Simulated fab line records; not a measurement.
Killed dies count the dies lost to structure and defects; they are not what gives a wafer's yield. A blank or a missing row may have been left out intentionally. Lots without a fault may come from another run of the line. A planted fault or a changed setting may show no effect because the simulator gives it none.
fab line records / flow sfq-line
record: lots: 15 wafers: 44 last-day: 77
route steps=325 shown R5@213
lots with no fault: from the same line, run without faults
start-h: hours from the record's first day to the start of the lot's first wafer shown / wait-h: time in hours since the lot's previous step / " unchanged from the row above / L1.1+2: a single row standing in for several wafers / - value missing, or start not given / * or withheld: withheld / < > ~ a bound
route shown NAME@n: NAME is a module with steps in the file, n the number in the route of the first one / usual: mean/standard deviation of fault-free wafers / same: alike in all rows / chamber/n: place in a boat / sites: the reading at each site / _std_site: the standard deviation of these / _edge_site: mean of outer sites minus mean of inner sites / radius-mm: how far each site lies from the wafer's centre / mask NAME#n: copy n / behind: the most recent tool/chamber to have shaped the wafer / hold: what put the lot on hold/how long, in hours/how the hold closed / device: the transistor (n, p or np) that didn't switch / end of line: the route-end tests of the same wafers / a step given without rows: its recipe and nothing more / killed: dies lost to structure and defects at the first sort, not the wafer's yield / map: a wafer's dies, marking killed ones x, the rest . and places with no die _
set.NAME: setting as actually run; set.NAME@STEP: the setting as run at that earlier step / model.NAME: the simulator's own value behind a step, which no gauge read
a sample of lots followed through the steps of the route, with each step as a table and each wafer as a row
services: from which hour (start-h, from the record's first day; less than 0 if before it) a tool's chamber was out of use, for how many hours, and why
== steps ==
step: SFQ_TRILAYER_R5_DEP_SPUTTER_133
recipe: material: MoNx base-pressure-pa: 1.33e-06 target-thk-nm: 40 power-w: 1000 time-s: 66.7 chamber-pressure-pa: 0.4
usual: throttle-valve-pct: 30.0/1
lot.wafer=L953.2 tool=pvd-sputter-05 chamber=- start-h=1124.81 wait-h=0.0 throttle-valve-pct=31.1
lot.wafer=L953.3 tool=pvd-sputter-05 chamber=- start-h=1124.81 wait-h=0.0 throttle-valve-pct=30.9
lot.wafer=L953.5 tool=pvd-sputter-05 chamber=- start-h=1124.81 wait-h=0.0 throttle-valve-pct=31.0
lot.wafer=L955.1 tool=pvd-sputter-04 chamber=- start-h=1130.81 wait-h=0.0 throttle-valve-pct=29.3
lot.wafer=L955.3 tool=pvd-sputter-04 chamber=- start-h=1130.81 wait-h=0.0 throttle-valve-pct=29.6
lot.wafer=L955.6 tool=pvd-sputter-04 chamber=- start-h=1130.81 wait-h=0.0 throttle-valve-pct=29.3
lot.wafer=L956.1 tool=pvd-sputter-05 chamber=- start-h=1133.81 wait-h=0.0 throttle-valve-pct=31.0
lot.wafer=L956.2 tool=pvd-sputter-05 chamber=- start-h=1133.81 wait-h=0.0 throttle-valve-pct=30.9
lot.wafer=L956.6 tool=pvd-sputter-05 chamber=- start-h=1133.81 wait-h=0.0 throttle-valve-pct=31.1
lot.wafer=L957.1 tool=pvd-sputter-06 chamber=- start-h=1151.81 wait-h=0.0 throttle-valve-pct=30.6
lot.wafer=L957.3 tool=pvd-sputter-06 chamber=- start-h=1151.81 wait-h=0.0 throttle-valve-pct=29.1
lot.wafer=L957.5 tool=pvd-sputter-06 chamber=- start-h=1151.81 wait-h=0.0 throttle-valve-pct=29.1
lot.wafer=L958.1 tool=pvd-sputter-05 chamber=- start-h=1153.22 wait-h=0.0 throttle-valve-pct=28.7
lot.wafer=L958.2 tool=pvd-sputter-05 chamber=- start-h=1153.22 wait-h=0.0 throttle-valve-pct=31.2
lot.wafer=L958.3 tool=pvd-sputter-05 chamber=- start-h=1153.22 wait-h=0.0 throttle-valve-pct=29.3
lot.wafer=L959.2 tool=pvd-sputter-04 chamber=- start-h=1162.22 wait-h=0.0 throttle-valve-pct=29.3
lot.wafer=L959.3 tool=pvd-sputter-04 chamber=- start-h=1162.22 wait-h=0.0 throttle-valve-pct=31.5
lot.wafer=L959.5 tool=pvd-sputter-04 chamber=- start-h=1162.22 wait-h=0.0 throttle-valve-pct=29.3
lot.wafer=L961.3 tool=pvd-sputter-05 chamber=- start-h=1171.22 wait-h=0.0 throttle-valve-pct=28.3
lot.wafer=L961.4 tool=pvd-sputter-05 chamber=- start-h=1171.22 wait-h=0.0 throttle-valve-pct=29.7
lot.wafer=L961.5 tool=pvd-sputter-05 chamber=- start-h=1171.22 wait-h=0.0 throttle-valve-pct=29.8
lot.wafer=L962.1 tool=pvd-sputter-05 chamber=- start-h=1174.22 wait-h=0.0 throttle-valve-pct=29.6
lot.wafer=L962.3 tool=pvd-sputter-05 chamber=- start-h=1174.22 wait-h=0.0 throttle-valve-pct=31.0
lot.wafer=L962.6 tool=pvd-sputter-05 chamber=- start-h=1174.22 wait-h=0.0 throttle-valve-pct=28.5
lot.wafer=L963.3 tool=pvd-sputter-04 chamber=- start-h=1184.81 wait-h=0.0 throttle-valve-pct=29.5
lot.wafer=L963.5 tool=pvd-sputter-04 chamber=- start-h=1184.81 wait-h=0.0 throttle-valve-pct=29.1
lot.wafer=L963.6 tool=pvd-sputter-04 chamber=- start-h=1184.81 wait-h=0.0 throttle-valve-pct=31.6
lot.wafer=L965.2 tool=pvd-sputter-05 chamber=- start-h=1208.81 wait-h=0.0 throttle-valve-pct=29.7
lot.wafer=L965.5 tool=pvd-sputter-05 chamber=- start-h=1208.81 wait-h=0.0 throttle-valve-pct=31.1
lot.wafer=L965.6 tool=pvd-sputter-05 chamber=- start-h=1208.81 wait-h=0.0 throttle-valve-pct=28.3
lot.wafer=L966.2 tool=pvd-sputter-05 chamber=- start-h=1214.81 wait-h=0.0 throttle-valve-pct=28.4
lot.wafer=L966.4 tool=pvd-sputter-05 chamber=- start-h=1214.81 wait-h=0.0 throttle-valve-pct=29.6
lot.wafer=L966.6 tool=pvd-sputter-05 chamber=- start-h=1214.81 wait-h=0.0 throttle-valve-pct=28.7
lot.wafer=L969.3 tool=pvd-sputter-05 chamber=- start-h=1226.81 wait-h=0.0 throttle-valve-pct=30.9
lot.wafer=L969.4 tool=pvd-sputter-05 chamber=- start-h=1226.81 wait-h=0.0 throttle-valve-pct=28.2
lot.wafer=L972.1 tool=pvd-sputter-06 chamber=- start-h=1243.87 wait-h=0.0 throttle-valve-pct=30.4
lot.wafer=L972.2 tool=pvd-sputter-06 chamber=- start-h=1243.87 wait-h=0.0 throttle-valve-pct=29.2
lot.wafer=L972.5 tool=pvd-sputter-06 chamber=- start-h=1243.87 wait-h=0.0 throttle-valve-pct=29.3
lot.wafer=L973.2 tool=pvd-sputter-04 chamber=- start-h=1244.81 wait-h=0.0 throttle-valve-pct=29.2
lot.wafer=L973.3 tool=pvd-sputter-04 chamber=- start-h=1244.81 wait-h=0.0 throttle-valve-pct=31.5
lot.wafer=L973.5 tool=pvd-sputter-04 chamber=- start-h=1244.81 wait-h=0.0 throttle-valve-pct=29.0
lot.wafer=L975.4 tool=pvd-sputter-06 chamber=- start-h=1255.87 wait-h=0.0 throttle-valve-pct=30.6
lot.wafer=L975.5 tool=pvd-sputter-06 chamber=- start-h=1255.87 wait-h=0.0 throttle-valve-pct=31.2
lot.wafer=L975.6 tool=pvd-sputter-06 chamber=- start-h=1255.87 wait-h=0.0 throttle-valve-pct=29.1
step: SFQ_R5_RS_MEAS_933
recipe: thk-meas-gauge: four-point-probe reads: Ti_of_TRILAYER_R5_DEP_SPUTTER_134+MoNx_of_TRILAYER_R5_DEP_SPUTTER_133+Ti_of_TRILAYER_R5_DEP_SPUTTER_132
usual: R5_MONX_RS: 7.04/0.09
lot.wafer=L953.2 tool=film-metro-03 chamber=- start-h=1124.91 wait-h=0.0 R5_MONX_RS[ohm/sq]=7.17
lot.wafer=L953.3 tool=film-metro-03 chamber=- start-h=1124.91 wait-h=0.0 R5_MONX_RS[ohm/sq]=7.08
lot.wafer=L953.5 tool=film-metro-03 chamber=- start-h=1124.91 wait-h=0.0 R5_MONX_RS[ohm/sq]=7.06
lot.wafer=L955.1 tool=film-metro-03 chamber=- start-h=1130.89 wait-h=0.0 R5_MONX_RS[ohm/sq]=6.95
lot.wafer=L955.3 tool=film-metro-03 chamber=- start-h=1130.89 wait-h=0.0 R5_MONX_RS[ohm/sq]=6.97
lot.wafer=L955.6 tool=film-metro-03 chamber=- start-h=1130.89 wait-h=0.0 R5_MONX_RS[ohm/sq]=6.92
lot.wafer=L956.1 tool=film-metro-04 chamber=- start-h=1133.89 wait-h=0.0 R5_MONX_RS[ohm/sq]=7.10
lot.wafer=L956.2 tool=film-metro-04 chamber=- start-h=1133.89 wait-h=0.0 R5_MONX_RS[ohm/sq]=7.12
lot.wafer=L956.6 tool=film-metro-04 chamber=- start-h=1133.89 wait-h=0.0 R5_MONX_RS[ohm/sq]=7.13
lot.wafer=L957.1 tool=film-metro-03 chamber=- start-h=1151.89 wait-h=0.0 R5_MONX_RS[ohm/sq]=6.91
lot.wafer=L957.3 tool=film-metro-03 chamber=- start-h=1151.89 wait-h=0.0 R5_MONX_RS[ohm/sq]=7.01
lot.wafer=L957.5 tool=film-metro-03 chamber=- start-h=1151.89 wait-h=0.0 R5_MONX_RS[ohm/sq]=6.98
lot.wafer=L958.1 tool=film-metro-01 chamber=- start-h=1153.29 wait-h=0.0 R5_MONX_RS[ohm/sq]=6.88
lot.wafer=L958.2 tool=film-metro-01 chamber=- start-h=1153.29 wait-h=0.0 R5_MONX_RS[ohm/sq]=6.99
lot.wafer=L958.3 tool=film-metro-01 chamber=- start-h=1153.29 wait-h=0.0 R5_MONX_RS[ohm/sq]=6.93
lot.wafer=L959.2 tool=film-metro-03 chamber=- start-h=1162.31 wait-h=0.0 R5_MONX_RS[ohm/sq]=6.98
lot.wafer=L959.3 tool=film-metro-03 chamber=- start-h=1162.31 wait-h=0.0 R5_MONX_RS[ohm/sq]=6.83
lot.wafer=L959.5 tool=film-metro-03 chamber=- start-h=1162.31 wait-h=0.0 R5_MONX_RS[ohm/sq]=6.98
lot.wafer=L961.3 tool=film-metro-01 chamber=- start-h=1171.33 wait-h=0.0 R5_MONX_RS[ohm/sq]=6.97
lot.wafer=L961.4 tool=film-metro-01 chamber=- start-h=1171.33 wait-h=0.0 R5_MONX_RS[ohm/sq]=6.99
lot.wafer=L961.5 tool=film-metro-01 chamber=- start-h=1171.33 wait-h=0.0 R5_MONX_RS[ohm/sq]=6.94
lot.wafer=L962.1 tool=film-metro-01 chamber=- start-h=1174.29 wait-h=0.0 R5_MONX_RS[ohm/sq]=6.94
lot.wafer=L962.3 tool=film-metro-01 chamber=- start-h=1174.29 wait-h=0.0 R5_MONX_RS[ohm/sq]=7.02
lot.wafer=L962.6 tool=film-metro-01 chamber=- start-h=1174.29 wait-h=0.0 R5_MONX_RS[ohm/sq]=7.06
lot.wafer=L963.3 tool=film-metro-01 chamber=- start-h=1184.93 wait-h=0.0 R5_MONX_RS[ohm/sq]=6.92
lot.wafer=L963.5 tool=film-metro-01 chamber=- start-h=1184.93 wait-h=0.0 R5_MONX_RS[ohm/sq]=6.99
lot.wafer=L963.6 tool=film-metro-01 chamber=- start-h=1184.93 wait-h=0.0 R5_MONX_RS[ohm/sq]=6.86
lot.wafer=L965.2 tool=film-metro-03 chamber=- start-h=1208.91 wait-h=0.0 R5_MONX_RS[ohm/sq]=6.95
lot.wafer=L965.5 tool=film-metro-03 chamber=- start-h=1208.91 wait-h=0.0 R5_MONX_RS[ohm/sq]=7.06
lot.wafer=L965.6 tool=film-metro-03 chamber=- start-h=1208.91 wait-h=0.0 R5_MONX_RS[ohm/sq]=10.68
lot.wafer=L966.2 tool=film-metro-01 chamber=- start-h=1214.91 wait-h=0.0 R5_MONX_RS[ohm/sq]=7.04
lot.wafer=L966.4 tool=film-metro-01 chamber=- start-h=1214.91 wait-h=0.0 R5_MONX_RS[ohm/sq]=6.94
lot.wafer=L966.6 tool=film-metro-01 chamber=- start-h=1214.91 wait-h=0.0 R5_MONX_RS[ohm/sq]=10.89
lot.wafer=L969.3 tool=film-metro-01 chamber=- start-h=1226.93 wait-h=0.0 R5_MONX_RS[ohm/sq]=10.81
lot.wafer=L969.4 tool=film-metro-01 chamber=- start-h=1226.93 wait-h=0.0 R5_MONX_RS[ohm/sq]=7.11
lot.wafer=L972.1 tool=film-metro-01 chamber=- start-h=1243.94 wait-h=0.0 R5_MONX_RS[ohm/sq]=7.09
lot.wafer=L972.2 tool=film-metro-01 chamber=- start-h=1243.94 wait-h=0.0 R5_MONX_RS[ohm/sq]=7.26
lot.wafer=L972.5 tool=film-metro-01 chamber=- start-h=1243.94 wait-h=0.0 R5_MONX_RS[ohm/sq]=7.17
lot.wafer=L973.2 tool=film-metro-03 chamber=- start-h=1244.93 wait-h=0.0 R5_MONX_RS[ohm/sq]=7.01
lot.wafer=L973.3 tool=film-metro-03 chamber=- start-h=1244.93 wait-h=0.0 R5_MONX_RS[ohm/sq]=6.99
lot.wafer=L973.5 tool=film-metro-03 chamber=- start-h=1244.93 wait-h=0.0 R5_MONX_RS[ohm/sq]=7.13
lot.wafer=L975.4 tool=film-metro-04 chamber=- start-h=1256.00 wait-h=0.1 R5_MONX_RS[ohm/sq]=7.03
lot.wafer=L975.5 tool=film-metro-04 chamber=- start-h=1256.00 wait-h=0.1 R5_MONX_RS[ohm/sq]=7.03
lot.wafer=L975.6 tool=film-metro-04 chamber=- start-h=1256.00 wait-h=0.1 R5_MONX_RS[ohm/sq]=7.13
step: SFQ_R5_THK_MEAS_934
recipe: thk-meas-gauge: xrf reads: MoNx_of_TRILAYER_R5_DEP_SPUTTER_133
usual: R5_MONX_THK: 40.7/0.54
lot.wafer=L953.2 tool=film-metro-03 chamber=- start-h=1125.02 wait-h=0.1 R5_MONX_THK[nm]=40.2
lot.wafer=L953.3 tool=film-metro-03 chamber=- start-h=1125.02 wait-h=0.1 R5_MONX_THK[nm]=40.6
lot.wafer=L953.5 tool=film-metro-03 chamber=- start-h=1125.02 wait-h=0.1 R5_MONX_THK[nm]=40.7
lot.wafer=L955.1 tool=film-metro-03 chamber=- start-h=1131.01 wait-h=0.1 R5_MONX_THK[nm]=41.7
lot.wafer=L955.3 tool=film-metro-03 chamber=- start-h=1131.01 wait-h=0.1 R5_MONX_THK[nm]=41.2
lot.wafer=L955.6 tool=film-metro-03 chamber=- start-h=1131.01 wait-h=0.1 R5_MONX_THK[nm]=41.5
lot.wafer=L956.1 tool=film-metro-04 chamber=- start-h=1134.01 wait-h=0.1 R5_MONX_THK[nm]=40.5
lot.wafer=L956.2 tool=film-metro-04 chamber=- start-h=1134.01 wait-h=0.1 R5_MONX_THK[nm]=40.5
lot.wafer=L956.6 tool=film-metro-04 chamber=- start-h=1134.01 wait-h=0.1 R5_MONX_THK[nm]=40.1
lot.wafer=L957.1 tool=film-metro-03 chamber=- start-h=1152.01 wait-h=0.1 R5_MONX_THK[nm]=41.5
lot.wafer=L957.3 tool=film-metro-03 chamber=- start-h=1152.01 wait-h=0.1 R5_MONX_THK[nm]=40.8
lot.wafer=L957.5 tool=film-metro-03 chamber=- start-h=1152.01 wait-h=0.1 R5_MONX_THK[nm]=40.9
lot.wafer=L958.1 tool=film-metro-01 chamber=- start-h=1153.41 wait-h=0.1 R5_MONX_THK[nm]=40.8
lot.wafer=L958.2 tool=film-metro-01 chamber=- start-h=1153.41 wait-h=0.1 R5_MONX_THK[nm]=41.0
lot.wafer=L958.3 tool=film-metro-01 chamber=- start-h=1153.41 wait-h=0.1 R5_MONX_THK[nm]=41.1
lot.wafer=L959.2 tool=film-metro-03 chamber=- start-h=1162.42 wait-h=0.1 R5_MONX_THK[nm]=41.2
lot.wafer=L959.3 tool=film-metro-03 chamber=- start-h=1162.42 wait-h=0.1 R5_MONX_THK[nm]=42.2
lot.wafer=L959.5 tool=film-metro-03 chamber=- start-h=1162.42 wait-h=0.1 R5_MONX_THK[nm]=41.0
lot.wafer=L961.3 tool=film-metro-01 chamber=- start-h=1171.43 wait-h=0.1 R5_MONX_THK[nm]=40.9
lot.wafer=L961.4 tool=film-metro-01 chamber=- start-h=1171.43 wait-h=0.1 R5_MONX_THK[nm]=40.8
lot.wafer=L961.5 tool=film-metro-01 chamber=- start-h=1171.43 wait-h=0.1 R5_MONX_THK[nm]=41.1
lot.wafer=L962.1 tool=film-metro-01 chamber=- start-h=1174.41 wait-h=0.1 R5_MONX_THK[nm]=40.9
lot.wafer=L962.3 tool=film-metro-01 chamber=- start-h=1174.41 wait-h=0.1 R5_MONX_THK[nm]=40.7
lot.wafer=L962.6 tool=film-metro-01 chamber=- start-h=1174.41 wait-h=0.1 R5_MONX_THK[nm]=40.1
lot.wafer=L963.3 tool=film-metro-01 chamber=- start-h=1185.03 wait-h=0.1 R5_MONX_THK[nm]=41.4
lot.wafer=L963.5 tool=film-metro-01 chamber=- start-h=1185.03 wait-h=0.1 R5_MONX_THK[nm]=41.2
lot.wafer=L963.6 tool=film-metro-01 chamber=- start-h=1185.03 wait-h=0.1 R5_MONX_THK[nm]=41.4
lot.wafer=L965.2 tool=film-metro-03 chamber=- start-h=1209.02 wait-h=0.1 R5_MONX_THK[nm]=41.3
lot.wafer=L965.5 tool=film-metro-03 chamber=- start-h=1209.02 wait-h=0.1 R5_MONX_THK[nm]=40.6
lot.wafer=L965.6 tool=film-metro-03 chamber=- start-h=1209.02 wait-h=0.1 R5_MONX_THK[nm]=26.3
lot.wafer=L966.2 tool=film-metro-01 chamber=- start-h=1215.02 wait-h=0.1 R5_MONX_THK[nm]=40.7
lot.wafer=L966.4 tool=film-metro-01 chamber=- start-h=1215.02 wait-h=0.1 R5_MONX_THK[nm]=41.5
lot.wafer=L966.6 tool=film-metro-01 chamber=- start-h=1215.02 wait-h=0.1 R5_MONX_THK[nm]=25.4
lot.wafer=L969.3 tool=film-metro-01 chamber=- start-h=1227.03 wait-h=0.1 R5_MONX_THK[nm]=25.8
lot.wafer=L969.4 tool=film-metro-01 chamber=- start-h=1227.03 wait-h=0.1 R5_MONX_THK[nm]=40.2
lot.wafer=L972.1 tool=film-metro-01 chamber=- start-h=1244.06 wait-h=0.1 R5_MONX_THK[nm]=40.5
lot.wafer=L972.2 tool=film-metro-01 chamber=- start-h=1244.06 wait-h=0.1 R5_MONX_THK[nm]=39.4
lot.wafer=L972.5 tool=film-metro-01 chamber=- start-h=1244.06 wait-h=0.1 R5_MONX_THK[nm]=39.9
lot.wafer=L973.2 tool=film-metro-03 chamber=- start-h=1245.04 wait-h=0.1 R5_MONX_THK[nm]=41.1
lot.wafer=L973.3 tool=film-metro-03 chamber=- start-h=1245.04 wait-h=0.1 R5_MONX_THK[nm]=41.2
lot.wafer=L973.5 tool=film-metro-03 chamber=- start-h=1245.04 wait-h=0.1 R5_MONX_THK[nm]=40.1
lot.wafer=L975.4 tool=film-metro-04 chamber=- start-h=1256.09 wait-h=0.1 R5_MONX_THK[nm]=41.1
lot.wafer=L975.5 tool=film-metro-04 chamber=- start-h=1256.09 wait-h=0.1 R5_MONX_THK[nm]=40.6
lot.wafer=L975.6 tool=film-metro-04 chamber=- start-h=1256.09 wait-h=0.1 R5_MONX_THK[nm]=40.7
== services ==
tool=pvd-sputter-04 chamber=- start-h=1101.36 hours=3.4 kind=repair
tool=pvd-sputter-06 chamber=1 start-h=1104.59 hours=- kind=consumable-replace:kit
tool=pvd-sputter-06 chamber=1 start-h=1104.59 hours=18.0 kind=scheduled-down
tool=pvd-sputter-06 chamber=1 start-h=1104.59 hours=18.0 kind=vent-cycle
tool=pvd-sputter-04 chamber=- start-h=1156.41 hours=3.6 kind=repair
tool=pvd-sputter-06 chamber=- start-h=1178.60 hours=8.1 kind=repair
tool=pvd-sputter-05 chamber=3 start-h=1188.28 hours=- kind=consumable-replace:kit
tool=pvd-sputter-05 chamber=3 start-h=1188.28 hours=18.0 kind=scheduled-down
tool=pvd-sputter-05 chamber=3 start-h=1188.28 hours=18.0 kind=vent-cycle
== key ==
first-sign: step: SFQ_R5_RS_MEAS_933 reading: R5_MONX_RS direction: up sigmas: 42 usual: 7.04 struck: 10.79
effect: step: SFQ_R5_THK_MEAS_934 reading: R5_MONX_THK direction: down sigmas: 28 usual: 40.7 struck: 25.8
met-at SFQ_TRILAYER_R5_DEP_SPUTTER_133
struck-lots L965,L966,L969
struck-wafers L965.6,L966.6,L969.3
onset-between 1174.22 1208.81
fault: kind: process-parameter-drift tool: pvd-sputter-05 chamber: - onset-h: 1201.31 steps: SFQ_TRILAYER_R5_DEP_SPUTTER_133 channel: target-thk-nm offset: -14.312 shape: step end-h: 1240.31 scope: struck-wafers-only acts-in: these-recipes-only stated: 40
